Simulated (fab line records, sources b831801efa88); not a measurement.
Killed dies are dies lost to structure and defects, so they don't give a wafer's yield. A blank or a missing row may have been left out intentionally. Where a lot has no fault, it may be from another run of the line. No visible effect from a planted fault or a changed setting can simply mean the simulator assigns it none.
Which tool was responsible? | flow gf180mcu | 14 lots with 42 wafers sampled at 3 steps, on a route of 602 steps

WHAT THE GAUGES SHOWED, per wafer
GF_V1_CD_MEAS_14: target cd 260 nm.
lot  | measured     | on        | cd nm (nm)
L702 | day 18 10:11 | cd sem-01 | 258.1 260.1 258.9
L705 | day 19 17:26 | cd sem-02 | 259.3 259.2 259.2
L706 | day 20 05:46 | cd sem-01 | 260.4 260.8 259.9
L708 | day 21 06:58 | cd sem-01 | 260.3 258.4 258.9
L709 | day 21 11:17 | cd sem-01 | 259.1 260.1 260.0
L710 | day 21 17:58 | cd sem-02 | 260.9 260.6 260.2
L711 | day 22 07:11 | cd sem-02 | 256.9 259.2 258.8
L713 | day 22 19:37 | cd sem-01 | 262.7 262.1 262.4
L718 | day 24 10:48 | cd sem-01 | 260.4 260.8 258.2
L719 | day 24 17:52 | cd sem-01 | 260.5 261.0 260.3
L721 | day 25 09:19 | cd sem-02 | 258.4 258.8 259.4
L722 | day 25 15:32 | cd sem-02 | 257.9 257.9 257.7
L723 | day 25 23:29 | cd sem-02 | 260.5 260.2 261.5
L724 | day 26 04:44 | cd sem-02 | 261.9 261.0 261.4

TOOL THAT RAN EACH LOT (tool first, then ch and the chambers of the sampled wafers, then the start)
lot  | GF_NSD_EXPOSE_04                    | GF_M1_METAL_ETCH_16
L702 | iline stepper-01 ch 0, day 13 05:29 | rie metal-04 ch 0,1, day 17 09:20
L705 | iline stepper-01 ch 0, day 14 07:11 | rie metal-02 ch 0,1, day 18 16:02
L706 | iline stepper-02 ch 0, day 14 18:59 | rie metal-04 ch 0,1, day 19 04:34
L708 | iline stepper-01 ch 0, day 15 14:58 | rie metal-04 ch 0,1, day 20 05:43
L709 | iline stepper-01 ch 0, day 15 21:18 | rie metal-02 ch 0, day 20 10:07
L710 | iline stepper-01 ch 0, day 16 02:08 | rie metal-04 ch 1, day 20 16:20
L711 | iline stepper-01 ch 0, day 16 13:24 | rie metal-03 ch 0,1, day 21 05:16
L713 | iline stepper-02 ch 0, day 17 02:34 | rie metal-03 ch 0,1, day 21 19:10
L718 | iline stepper-02, day 18 19:04      | rie metal-04 ch 0,1, day 23 10:58
L719 | iline stepper-02, day 19 02:28      | rie metal-02 ch 0,1, day 23 17:58
L721 | iline stepper-02 ch 0, day 19 20:09 | rie metal-03 ch 0,1, day 24 09:55
L722 | iline stepper-02 ch 0, day 20 02:59 | rie metal-03 ch 0,1, day 24 16:28
L723 | iline stepper-02 ch 0, day 20 12:58 | rie metal-02 ch 0,1, day 24 23:58
L724 | iline stepper-02 ch 0, day 20 17:12 | rie metal-03 ch 0,1, day 25 06:13
- GF_NSD_EXPOSE_04: exposes mask Nplus, target cd 400 nm.
- GF_M1_METAL_ETCH_16: etches the open film in Cl2/BCl3, stops on SiO2, target depth 750.8 nm, time 125.1 s.

WHAT THE TOOLS THEMSELVES READ (means of the sampled wafers that have a number; where no wafer has one, the mark that the record gives instead)
GF_NSD_EXPOSE_04.
lot  | tool             | exposure dose mJ cm2 | focus offset nm (nm)
L702 | iline stepper-01 | 140.02               | 0.1
L705 | iline stepper-01 | 140.01               | 0.2
L706 | iline stepper-02 | 139.98               | -0.7
L708 | iline stepper-01 | 139.87               | -0.0
L709 | iline stepper-01 | 139.92               | -1.0
L710 | iline stepper-01 | 139.96               | 0.3
L711 | iline stepper-01 | 139.98               | 0.4
L713 | iline stepper-02 | 139.92               | -0.2
L718 | iline stepper-02 | -                    | -
L719 | iline stepper-02 | -                    | -
L721 | iline stepper-02 | 139.99               | -0.5
L722 | iline stepper-02 | 139.82               | 0.2
L723 | iline stepper-02 | 139.89               | 0.2
L724 | iline stepper-02 | 139.85               | -0.7

GF_M1_METAL_ETCH_16.
lot  | tool         | drypump motor current A (A) | oes product au (a.u.) | throttle valve pct (%)
L702 | rie metal-04 | 5.2                         | 0.992                 | 28.228
L705 | rie metal-02 | 6.2                         | 0.987                 | 28.225
L706 | rie metal-04 | 5.2                         | 0.988                 | 28.230
L708 | rie metal-04 | 5.2                         | 0.990                 | 28.234
L709 | rie metal-02 | 6.5                         | 0.983                 | 28.229
L710 | rie metal-04 | 5.0                         | 0.992                 | 28.221
L711 | rie metal-03 | 5.8                         | 0.993                 | 28.222
L713 | rie metal-03 | 5.7                         | 0.995                 | 28.226
L718 | rie metal-04 | 5.5                         | 0.980                 | 28.239
L719 | rie metal-02 | 6.4                         | 0.991                 | 28.230
L721 | rie metal-03 | 5.7                         | 0.995                 | 28.218
L722 | rie metal-03 | 5.8                         | 0.994                 | 28.227
L723 | rie metal-02 | 6.2                         | 0.991                 | 28.234
L724 | rie metal-03 | 5.8                         | 0.998                 | 28.225

THE ANSWER, worked out from the rows above alone
Rule: usual is defined by the lots themselves. The widest of any qualifying gaps counts: lots, ordered by their means at a reading, are off when they make up no more than a third of the lots, leave a main group of 4 or more, and stand apart from it by 3 or more times the standard deviation of that group's means. Not used: any main group whose means are identical at the precision the tables above print for the reading. Also off: a lot with no number at a reading for which 4 or more lots have one. All remaining lots with rows at the step are treated as sound. The gauges are gone through in route order, then the tools' own readings, and for those a lot's mean is taken as printed above. At the first step where some lot is off, the reading lying furthest off is the one used; lots without a number count as furthest.
Off at GF_NSD_EXPOSE_04 (exposure dose mJ cm2): L718, L719. Without a number there: L718, L719. The main group: mean 139.93, standard deviation 0.063.
If a tool, at that step or one of the process steps before it, ran each lot that is off and ran no sound lot following the first of them, it fits. No candidate that was tried fits.

WHAT THE SIMULATOR PUT IN
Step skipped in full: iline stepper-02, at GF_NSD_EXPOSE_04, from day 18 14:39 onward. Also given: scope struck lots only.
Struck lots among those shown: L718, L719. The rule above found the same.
